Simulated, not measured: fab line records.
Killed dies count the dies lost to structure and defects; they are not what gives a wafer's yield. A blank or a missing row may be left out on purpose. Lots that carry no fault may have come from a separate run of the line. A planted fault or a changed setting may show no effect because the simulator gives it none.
A struck lot beside a sound one    flow sky130    17 steps out of a route of 708
Sound: these wafers, L696.3, L696.5, L696.6. Struck: wafers L708.2, L708.4, L708.5. The cause is named last.
At each step with rows: each side's tool, then ch and its chambers, then its first start. Under that, the readings that differ: sound wafers    struck wafers    difference of the means    sigmas: that difference in standard deviations of wafers without a fault.
alike: a reading whose means differ by less than 2 such deviations, as well as words and numbers matching on both sides. not compared: withheld readings; readings where some wafer has no value; bounds like >300 that might hide an equal value; numbers whose values overlap and for which the record gives no deviation.
The two part at a step that has a row with sigmas, a row that says differs or no value, or rows on one side only. Numbers that don't overlap but have no deviation are shown without sigmas and don't part them. Lack of a reading on every wafer of one side parts them only where that side has two or more wafers.

SKY_GATE_OXIDE_TW_MEAS_14:
  sound on filmMetro-01 at day 14 15:15; struck on filmMetro-01 at day 18 22:13
  alike: GATE_OXIDE_TW
then, 3 steps without rows for these wafers: SKY_GATE_OXIDE_CLEAN_15 (cleans in SC1/SC2, time 150 s); SKY_GATE_OXIDE_OXIDATION_16 (stabilise 600 s, purge 300 s, target thk 3.57 nm); SKY_POLY_GATE_CVD_00 (deposits poly-Si, target thk 180 nm, time 720 s).
SKY_POLY_GATE_THK_MEAS_01:
  sound on filmMetro-04 at day 14 18:19; struck on filmMetro-04 at day 19 02:34
  alike: POLY_GATE_CVD_00_THK
then, 7 steps without rows for these wafers: SKY_RES_PROTECT_DEHYDRATE_00 (time 60 s); SKY_RES_PROTECT_HMDS_01 (prime time 60 s); SKY_RES_PROTECT_COAT_02 (resist thk 1140 nm); SKY_RES_PROTECT_SOFTBAKE_03 (time 60 s); SKY_RES_PROTECT_EXPOSE_04 (exposes mask RPM, target cd 1270 nm); SKY_RES_PROTECT_PEB_05; SKY_RES_PROTECT_DEVELOP_06 (develop time 60 s).
SKY_POLY_GATE_IMPLANT_02:
  sound on implanter-01 ch 0, day 15 22:14; struck on implanter-01 ch 0, day 20 09:15
reading                        sound                          struck                         difference  sigmas
beamOnS (s)                    39.7 40.5 40.4                 17.3 17.7 17.9                 -22.6       -9
doseIonsCm2                    7.708e+15 7.705e+15 7.714e+15  3.434e+15 3.419e+15 3.437e+15  -4.279e+15  -99 or more
endStationPressureTorr (Torr)  1.04e-05 1.03e-05 1.02e-05     1.2e-05 1.32e-05 1.22e-05      +2.2e-06    +3
  alike: faradayCurrentUA
SKY_RES_PROTECT_STRIP_07: strips in O2/N2.
  sound on plasmaAsher-03 ch 0,1, day 15 22:22; struck on plasmaAsher-03 ch 0, day 20 09:23
reading                   sound              struck             difference  sigmas
oesProductAu (a.u.)       0.526 0.519 0.514  0.562 0.564 0.559  +0.042      +9
stripTimeToEndpointS (s)  23.33 23.34 23.36  20.12 20.09 20.12  -3.23       -79
  alike: drypumpMotorCurrentA
  not compared: rfHoursCounterH
SKY_RES_PROTECT_TW_MEAS_08:
  sound on filmMetro-02 at day 15 22:28; struck on filmMetro-01 at day 20 09:29
reading       sound           struck          difference  sigmas
POLY_GATE_TW  4060 4070 4044  3751 3751 3748  -308        -10
then, 1 step without rows for these wafers: SKY_RES_PROTECT_CLEAN_09 (cleans in SC1/SC2, time 150 s).
-- here the record skips 29 days between the struck wafers' starts before and after, leaving off in module RES_PROTECT and picking up in module PAD_OPEN (first step shown: number 708 of the route) --
SKY_PAD_OPEN_PROBE_99:
  sound on prober-01 at day 46 12:37; struck on prober-02 at day 49 09:32
reading                                  sound              struck             difference  sigmas
model.etest.resPoly.lineOhmUm            516 490.6 509.5    1235 1191 1192     +701        
model.etest.liconPoly.rcOhm              154 150.3 148.4    621 626.8 631.2    +475        
model.etest.resPoly.rsOhmSq              47.15 46.89 46.67  114.5 112.2 114.3  +66.8       
model.etest.nfet_01v8.rOnOhmUm           831.4 833.2 816.2  885.4 878 900.3    +61.0       
model.etest.nfet_01v8_turned.driveUaUm   507.9 504.3 521.1  464.6 464.2 455.4  -49.7       
model.etest.nfet_01v8_swapped.driveUaUm  513.3 506.5 522.1  464.3 465.2 453.3  -53.0       
model.etest.nfet_01v8.driveUaUm          510.6 503.3 515.7  460.1 462.9 451.6  -51.7       
model.etest.nfet_01v8_lvt.driveUaUm      578.1 577.3 591.7  529.4 525.7 523.8  -56.1       
  alike: killed_at_M0_to_M3, killed_at_M4_up, killedAtContacts, killedAtFrontEnd, killedAtOther, killedDies, killedOpen, killedShort

## WHERE THEY PART
Last at SKY_RES_PROTECT_TW_MEAS_08 as far as this record goes, first at SKY_POLY_GATE_IMPLANT_02. Later steps at which nothing parts them and some readings are alike: SKY_PAD_OPEN_PROBE_99.

WHY: the cause the simulator had injected
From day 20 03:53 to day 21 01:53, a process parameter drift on implanter-01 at SKY_POLY_GATE_IMPLANT_02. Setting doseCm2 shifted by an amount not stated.
